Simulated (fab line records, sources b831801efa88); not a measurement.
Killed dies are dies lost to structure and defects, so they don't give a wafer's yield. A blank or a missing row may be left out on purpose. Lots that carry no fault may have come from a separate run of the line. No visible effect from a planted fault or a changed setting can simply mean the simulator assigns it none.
What tool caused it? + flow sky130 + 36 wafers from 12 lots sampled at 2 of the route's 708 steps

WHAT EACH GAUGE READ, for each wafer
SKY_VIA3_RS_MEAS_22: the measuring method here is four-point-probe.
| lot  | measured     | on            | VIA3_W_RS (ohm/sq) |
|------|--------------|---------------|--------------------|
| L075 | day 40 10:56 | film_metro-01 | 0.291 0.292 0.291  |
| L077 | day 41 03:41 | film_metro-01 | 0.298 0.295 0.298  |
| L079 | day 41 18:34 | film_metro-04 | 0.286 0.299 0.293  |
| L081 | day 41 23:20 | film_metro-02 | 0.293 0.299 0.295  |
| L083 | day 42 18:29 | film_metro-01 | 0.294 0.298 0.291  |
| L085 | day 43 02:46 | film_metro-02 | 0.299 0.287 0.300  |
| L086 | day 43 18:11 | film_metro-02 | 0.294 0.293 0.298  |
| L089 | day 44 06:38 | film_metro-04 | 0.294 0.292 0.296  |
| L091 | day 44 17:58 | film_metro-02 | 0.295 0.298 0.288  |
| L093 | day 45 09:35 | film_metro-01 | 0.298 0.296 0.295  |
| L095 | day 45 15:59 | film_metro-01 | 0.293 0.296 0.296  |
| L097 | day 46 05:53 | film_metro-01 | 0.291 0.298 0.285  |

EACH LOT AND THE TOOL THAT RAN IT (in order: tool; ch and the chambers of the sampled wafers; start)
| lot  | SKY_VIA3_ETCH_14                   |
|------|------------------------------------|
| L075 | rie_diel-04 ch 0,2, day 40 10:01   |
| L077 | rie_diel-02 ch 0,2, day 41 02:15   |
| L079 | rie_diel-04 ch 1,2,3, day 41 17:41 |
| L081 | rie_diel-02 ch 0,2, day 41 22:25   |
| L083 | rie_diel-01 ch 0,1,3, day 42 17:13 |
| L085 | rie_diel-02 ch 0,1,2, day 43 01:53 |
| L086 | rie_diel-01 ch 0,1,3, day 43 17:16 |
| L089 | rie_diel-01 ch 0,1,2, day 44 05:43 |
| L091 | rie_diel-02 ch 0,3, day 44 17:02   |
| L093 | rie_diel-01 ch 0,1, day 45 08:40   |
| L095 | rie_diel-04 ch 1,2,3, day 45 15:05 |
| L097 | rie_diel-04 ch 0,1, day 46 04:55   |
- SKY_VIA3_ETCH_14: etches BARC in N2/H2, stops on SiO2, time 45.9 s, target depth 60 nm.

THE ANSWER, worked out from the rows above alone
Rule: the lots themselves supply what counts as usual. The widest of any qualifying gaps counts: lots, ordered by their means at a reading, are off when they make up no more than a third of the lots, leave a main group of 4 or more, and stand apart from it by 3 or more times the standard deviation of that group's means. A main group whose means are all the same, to the digits that the tables above print for the reading, isn't used. A lot without any number at a reading at which 4 lots or more have one is off too. Where the step has rows for the other lots, those lots are counted as sound.
None of the lots is off at any reading shown; this tells nothing.

WHAT THE SIMULATOR HAD PUT IN
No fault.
